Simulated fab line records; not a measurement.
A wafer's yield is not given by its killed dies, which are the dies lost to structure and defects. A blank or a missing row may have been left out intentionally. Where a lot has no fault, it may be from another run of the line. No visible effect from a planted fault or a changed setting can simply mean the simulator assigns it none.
Which tool was responsible? + flow gf180mcu + 72 wafers from 24 lots sampled at 5 of the route's 602 steps

## WHAT THE GAUGES READ, wafer by wafer
GF_M5_CD_MEAS_07: target cd 280 nm.
| lot  | measured     | on        | cd nm (nm)        |
|------|--------------|-----------|-------------------|
| L074 | day 26 04:56 | cd sem-01 | 280.2 278.7 279.1 |
| L075 | day 26 08:56 | cd sem-02 | 278.8 278.6 278.0 |
| L076 | day 26 21:59 | cd sem-02 | 280.6 279.4 279.6 |
| L077 | day 27 08:46 | cd sem-02 | 278.4 279.2 279.8 |
| L078 | day 27 17:41 | cd sem-01 | 278.5 279.1 279.6 |
| L079 | day 27 22:49 | cd sem-01 | 279.6 280.9 279.5 |
| L081 | day 28 13:50 | cd sem-02 | 279.2 278.5 278.5 |
| L080 | day 28 16:03 | cd sem-02 | 279.2 279.5 279.1 |
| L082 | day 29 01:00 | cd sem-02 | 279.2 278.5 279.7 |
| L083 | day 29 04:40 | cd sem-01 | 279.4 278.2 279.4 |
| L084 | day 29 15:02 | cd sem-02 | 279.6 278.5 279.6 |
| L085 | day 29 19:00 | cd sem-01 | 281.2 280.8 282.0 |
| L086 | day 30 00:23 | cd sem-02 | 280.4 279.6 279.6 |
| L087 | day 30 10:04 | cd sem-01 | 281.1 280.5 279.4 |
| L088 | day 30 15:19 | cd sem-01 | 281.5 280.4 282.3 |
| L089 | day 30 19:59 | cd sem-01 | 280.0 278.7 279.0 |
| L090 | day 31 04:53 | cd sem-02 | 277.7 278.8 279.7 |
| L091 | day 31 08:04 | cd sem-02 | 280.7 280.4 279.7 |
| L092 | day 31 14:34 | cd sem-02 | 279.8 279.8 281.6 |
| L093 | day 31 19:15 | cd sem-02 | 279.4 279.4 279.2 |
| L094 | day 32 02:19 | cd sem-02 | 280.1 281.3 280.7 |
| L095 | day 32 11:15 | cd sem-02 | 280.9 280.6 279.8 |
| L096 | day 32 15:04 | cd sem-02 | 279.0 277.9 278.2 |
| L097 | day 32 17:17 | cd sem-01 | 277.3 278.8 277.3 |

## EACH LOT AND THE TOOL THAT RAN IT (in order: tool; ch and the chambers of the sampled wafers; start)
| lot  | GF_M1_SPUTTER_01             | GF_M3_SPUTTER_02             | GF_MIM_SPUTTER_08            | GF_MIM_SPUTTER_09            |
|------|------------------------------|------------------------------|------------------------------|------------------------------|
| L074 | pvd sputter-02, day 16 01:42 | pvd sputter-02, day 20 05:58 | pvd sputter-03, day 24 09:14 | pvd sputter-03, day 24 09:16 |
| L075 | pvd sputter-01, day 16 06:47 | pvd sputter-02, day 20 11:04 | pvd sputter-03, day 24 13:18 | pvd sputter-03, day 24 13:19 |
| L076 | pvd sputter-03, day 16 20:43 | pvd sputter-02, day 21 02:50 | pvd sputter-03, day 25 03:02 | pvd sputter-03, day 25 03:04 |
| L077 | pvd sputter-02, day 17 07:46 | pvd sputter-01, day 21 15:05 | pvd sputter-01, day 25 14:33 | pvd sputter-01, day 25 14:35 |
| L078 | pvd sputter-02, day 17 18:52 | pvd sputter-02, day 22 01:35 | pvd sputter-03, day 26 00:40 | pvd sputter-03, day 26 00:41 |
| L079 | pvd sputter-03, day 18 00:42 | pvd sputter-01, day 22 07:40 | pvd sputter-02, day 26 05:42 | pvd sputter-02, day 26 05:44 |
| L081 | pvd sputter-02, day 18 19:47 | pvd sputter-01, day 23 01:02 | pvd sputter-02, day 26 22:02 | pvd sputter-02, day 26 22:03 |
| L080 | pvd sputter-03, day 18 21:05 | pvd sputter-01, day 23 03:02 | pvd sputter-02, day 27 01:19 | pvd sputter-02, day 27 01:20 |
| L082 | pvd sputter-02, day 19 06:57 | pvd sputter-01, day 23 12:17 | pvd sputter-03, day 27 09:08 | pvd sputter-03, day 27 09:10 |
| L083 | pvd sputter-03, day 19 13:41 | pvd sputter-02, day 23 18:23 | pvd sputter-02, day 27 12:41 | pvd sputter-02, day 27 12:43 |
| L084 | pvd sputter-01, day 20 01:10 | pvd sputter-03, day 24 06:21 | pvd sputter-03, day 28 00:28 | pvd sputter-03, day 28 00:29 |
| L085 | pvd sputter-01, day 20 07:41 | pvd sputter-02, day 24 10:55 | pvd sputter-02, day 28 04:12 | pvd sputter-02, day 28 04:14 |
| L086 | pvd sputter-03, day 20 14:46 | pvd sputter-02, day 24 17:02 | pvd sputter-01, day 28 09:10 | pvd sputter-01, day 28 09:11 |
| L087 | pvd sputter-03, day 21 04:07 | pvd sputter-02, day 25 05:56 | pvd sputter-01, day 28 21:40 | pvd sputter-01, day 28 21:41 |
| L088 | pvd sputter-03, day 21 07:46 | pvd sputter-01, day 25 09:10 | pvd sputter-02, day 29 01:38 | pvd sputter-02, day 29 01:40 |
| L089 | pvd sputter-02, day 21 17:43 | pvd sputter-02, day 25 16:38 | pvd sputter-01, day 29 07:06 | pvd sputter-01, day 29 07:08 |
| L090 | pvd sputter-01, day 22 01:25 | pvd sputter-01, day 26 01:41 | pvd sputter-01, day 29 16:27 | pvd sputter-01, day 29 16:28 |
| L091 | pvd sputter-03, day 22 08:15 | pvd sputter-03, day 26 06:05 | pvd sputter-03, day 29 18:49 | pvd sputter-03, day 29 18:50 |
| L092 | pvd sputter-02, day 22 14:42 | pvd sputter-02, day 26 12:37 | pvd sputter-03, day 30 02:19 | pvd sputter-03, day 30 02:20 |
| L093 | pvd sputter-01, day 22 21:38 | pvd sputter-02, day 26 17:52 | pvd sputter-03, day 30 07:01 | pvd sputter-03, day 30 07:02 |
| L094 | pvd sputter-02, day 23 07:27 | pvd sputter-02, day 27 03:46 | pvd sputter-01, day 30 15:22 | pvd sputter-01, day 30 15:23 |
| L095 | pvd sputter-03, day 23 18:50 | pvd sputter-02, day 27 14:47 | pvd sputter-03, day 31 00:41 | pvd sputter-03, day 31 00:43 |
| L096 | pvd sputter-01, day 24 01:17 | pvd sputter-02, day 27 19:23 | pvd sputter-01, day 31 04:28 | pvd sputter-01, day 31 04:29 |
| L097 | pvd sputter-02, day 24 06:12 | pvd sputter-03, day 27 22:23 | pvd sputter-03, day 31 07:42 | pvd sputter-03, day 31 07:43 |
- GF_M1_SPUTTER_01: material TiN, target thk 30 nm, time 25 s.
- GF_M3_SPUTTER_02: material AlCu, target thk 450 nm, time 23.9 s.
- GF_MIM_SPUTTER_08: material AlCu, target thk 200 nm, time 10.6 s.
- GF_MIM_SPUTTER_09: material TiN, target thk 35 nm, time 29.2 s.

## WHAT THE TOOLS THEMSELVES READ (means of the sampled wafers that have a number; where no wafer has one, the mark that the record gives instead)
GF_M1_SPUTTER_01.
| lot  | tool           | throttle valve pct (%) |
|------|----------------|------------------------|
| L074 | pvd sputter-02 | 29.5                   |
| L075 | pvd sputter-01 | 29.7                   |
| L076 | pvd sputter-03 | 30.6                   |
| L077 | pvd sputter-02 | 29.0                   |
| L078 | pvd sputter-02 | 29.3                   |
| L079 | pvd sputter-03 | 30.9                   |
| L081 | pvd sputter-02 | 29.1                   |
| L080 | pvd sputter-03 | 31.0                   |
| L082 | pvd sputter-02 | 28.9                   |
| L083 | pvd sputter-03 | 31.1                   |
| L084 | pvd sputter-01 | 29.7                   |
| L085 | pvd sputter-01 | 30.4                   |
| L086 | pvd sputter-03 | 30.5                   |
| L087 | pvd sputter-03 | 30.9                   |
| L088 | pvd sputter-03 | 30.4                   |
| L089 | pvd sputter-02 | 29.2                   |
| L090 | pvd sputter-01 | 29.6                   |
| L091 | pvd sputter-03 | 31.1                   |
| L092 | pvd sputter-02 | 28.7                   |
| L093 | pvd sputter-01 | 29.5                   |
| L094 | pvd sputter-02 | 29.4                   |
| L095 | pvd sputter-03 | 30.7                   |
| L096 | pvd sputter-01 | 29.9                   |
| L097 | pvd sputter-02 | 29.3                   |

GF_M3_SPUTTER_02.
| lot  | tool           | throttle valve pct (%) |
|------|----------------|------------------------|
| L074 | pvd sputter-02 | 29.1                   |
| L075 | pvd sputter-02 | 29.2                   |
| L076 | pvd sputter-02 | 29.4                   |
| L077 | pvd sputter-01 | 29.0                   |
| L078 | pvd sputter-02 | 29.1                   |
| L079 | pvd sputter-01 | 29.5                   |
| L081 | pvd sputter-01 | 29.2                   |
| L080 | pvd sputter-01 | 29.9                   |
| L082 | pvd sputter-01 | 28.9                   |
| L083 | pvd sputter-02 | 29.1                   |
| L084 | pvd sputter-03 | 30.6                   |
| L085 | pvd sputter-02 | 29.1                   |
| L086 | pvd sputter-02 | 29.0                   |
| L087 | pvd sputter-02 | 28.7                   |
| L088 | pvd sputter-01 | 29.2                   |
| L089 | pvd sputter-02 | 29.4                   |
| L090 | pvd sputter-01 | 29.9                   |
| L091 | pvd sputter-03 | 31.3                   |
| L092 | pvd sputter-02 | 29.0                   |
| L093 | pvd sputter-02 | 29.4                   |
| L094 | pvd sputter-02 | 29.7                   |
| L095 | pvd sputter-02 | 28.9                   |
| L096 | pvd sputter-02 | 29.5                   |
| L097 | pvd sputter-03 | 30.5                   |

GF_MIM_SPUTTER_08.
| lot  | tool           | throttle valve pct (%) |
|------|----------------|------------------------|
| L074 | pvd sputter-03 | 30.5                   |
| L075 | pvd sputter-03 | 30.6                   |
| L076 | pvd sputter-03 | 30.5                   |
| L077 | pvd sputter-01 | 29.6                   |
| L078 | pvd sputter-03 | 30.5                   |
| L079 | pvd sputter-02 | 29.1                   |
| L081 | pvd sputter-02 | 29.2                   |
| L080 | pvd sputter-02 | 29.1                   |
| L082 | pvd sputter-03 | 29.9                   |
| L083 | pvd sputter-02 | 29.4                   |
| L084 | pvd sputter-03 | 31.1                   |
| L085 | pvd sputter-02 | 29.0                   |
| L086 | pvd sputter-01 | 29.9                   |
| L087 | pvd sputter-01 | 30.0                   |
| L088 | pvd sputter-02 | 29.7                   |
| L089 | pvd sputter-01 | 29.7                   |
| L090 | pvd sputter-01 | 29.2                   |
| L091 | pvd sputter-03 | 30.8                   |
| L092 | pvd sputter-03 | 31.0                   |
| L093 | pvd sputter-03 | 30.6                   |
| L094 | pvd sputter-01 | 29.9                   |
| L095 | pvd sputter-03 | 31.2                   |
| L096 | pvd sputter-01 | 29.5                   |
| L097 | pvd sputter-03 | 31.0                   |

GF_MIM_SPUTTER_09.
| lot  | tool           | throttle valve pct (%) |
|------|----------------|------------------------|
| L074 | pvd sputter-03 | 30.4                   |
| L075 | pvd sputter-03 | 30.7                   |
| L076 | pvd sputter-03 | 30.5                   |
| L077 | pvd sputter-01 | 29.8                   |
| L078 | pvd sputter-03 | 30.5                   |
| L079 | pvd sputter-02 | 29.1                   |
| L081 | pvd sputter-02 | 29.1                   |
| L080 | pvd sputter-02 | 29.3                   |
| L082 | pvd sputter-03 | 30.0                   |
| L083 | pvd sputter-02 | 29.5                   |
| L084 | pvd sputter-03 | 31.0                   |
| L085 | pvd sputter-02 | 29.1                   |
| L086 | pvd sputter-01 | 29.8                   |
| L087 | pvd sputter-01 | 30.0                   |
| L088 | pvd sputter-02 | 29.6                   |
| L089 | pvd sputter-01 | 29.7                   |
| L090 | pvd sputter-01 | 29.2                   |
| L091 | pvd sputter-03 | 30.7                   |
| L092 | pvd sputter-03 | 31.0                   |
| L093 | pvd sputter-03 | 30.7                   |
| L094 | pvd sputter-01 | 29.9                   |
| L095 | pvd sputter-03 | 31.2                   |
| L096 | pvd sputter-01 | 29.6                   |
| L097 | pvd sputter-03 | 31.1                   |

## THE ANSWER, worked out from the rows above alone
Rule: usual is defined by the lots themselves. The widest of any qualifying gaps counts: lots, ordered by their means at a reading, are off when they make up no more than a third of the lots, leave a main group of 4 or more, and stand apart from it by 3 or more times the standard deviation of that group's means. A main group whose means are all the same, to the digits that the tables above print for the reading, isn't used. A lot without any number at a reading at which 4 lots or more have one is off too. Where the step has rows for the other lots, those lots are counted as sound. The gauges are gone through in route order, then the tools' own readings, and for those a lot's mean is taken as printed above. The first step at which some lot is off is used, and at that step the reading that is off furthest; a lot without a number counts as furthest.
None of the lots is off at any reading shown; this tells nothing.

## WHAT THE SIMULATOR PUT IN
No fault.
